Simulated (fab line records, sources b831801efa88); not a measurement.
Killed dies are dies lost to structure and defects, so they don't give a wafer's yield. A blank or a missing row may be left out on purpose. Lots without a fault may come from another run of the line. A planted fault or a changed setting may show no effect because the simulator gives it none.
One fault seen from 2 desks | flow gf180mcu | each desk has only its own numbers; what lay behind them comes last

THE TOOL OWNER'S DESK: pecvd-04
The tool's own readings at GF_CONTACT_CVD_02 (deposits SiO2 from TEOS, target thk 860 nm, time 95.992 s): means of the sampled wafers that have a number, for each lot that ran on this tool. A lot is out of limits, marked OUT, if its mean lies more than 4 standard deviations from the usual mean; the brackets give that distance.
Columns: A = heater_power_w at GF_CONTACT_CVD_02, usual 676 W
lot  | first seen here | A
L163 | day 15 04:07    | 712
L168 | day 16 21:26    | 708
L174 | day 19 02:58    | 638
L175 | day 19 12:08    | 695
This desk's finding: nothing out of limits on any of the 4 lots.

THE METROLOGY DESK
What the gauges read, lot by lot, whatever tool the lot ran on: means of the sampled wafers that have a number. A lot is out of limits, marked OUT, if its mean lies more than 4 standard deviations from the usual mean; the brackets give that distance.
Columns: A = CONTACT_CVD_00_THK at GF_CONTACT_THK_MEAS_01, usual 299 nm; B = CONTACT_CVD_02_THK at GF_CONTACT_THK_MEAS_03, usual 861 nm; C = cd_nm at GF_CONTACT_CD_MEAS_14, usual 220.5 nm
lot  | first seen here | A   | B              | C
L163 | day 15 04:03    | 299 | 863            | 219.9
L165 | day 15 22:00    | 296 | 862            | 221.1
L167 | day 16 14:41    | 298 | 851            | 221.6
L168 | day 16 21:24    | 302 | 864            | 221.6
L169 | day 17 04:17    | 302 | 865            | 220.6
L171 | day 18 03:28    | 299 | 857            | 219.8
L174 | day 19 02:55    | 297 | 1011 (+15) OUT | 220.3
L175 | day 19 12:04    | 300 | 1025 (+17) OUT | 219.2
L179 | day 21 00:15    | 304 | 850            | 220.5
L182 | day 21 23:01    | 297 | 864            | 222.8
L183 | day 22 03:54    | 303 | 861            | 220.5
L184 | day 22 13:59    | 301 | 865            | 218.6
L185 | day 22 19:28    | 294 | 851            | 221.1
This desk's finding: out of limits on L174, L175; first on L174, day 19 03:05 (CONTACT_CVD_02_THK at GF_CONTACT_THK_MEAS_03). In limits: L163, L165, L167, L168, L169, L171, L179, L182, L183, L184, L185.

PUT TOGETHER
The metrology desk could have raised an alarm at day 19 03:05, on L174, L175.
The tool owner's desk saw nothing out of limits.
The tool owner's desk has L174, L175 on record, within its limits.
Of the lots named, all ran GF_CONTACT_CVD_02 on pecvd-04.

WHAT THE SIMULATOR HAD PUT IN
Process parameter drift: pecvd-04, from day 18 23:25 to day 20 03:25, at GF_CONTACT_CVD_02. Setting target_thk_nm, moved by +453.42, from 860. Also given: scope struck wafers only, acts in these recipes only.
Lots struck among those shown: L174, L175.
Hours from the fault's start to each desk's first reading out of limits: the metrology desk, 4.
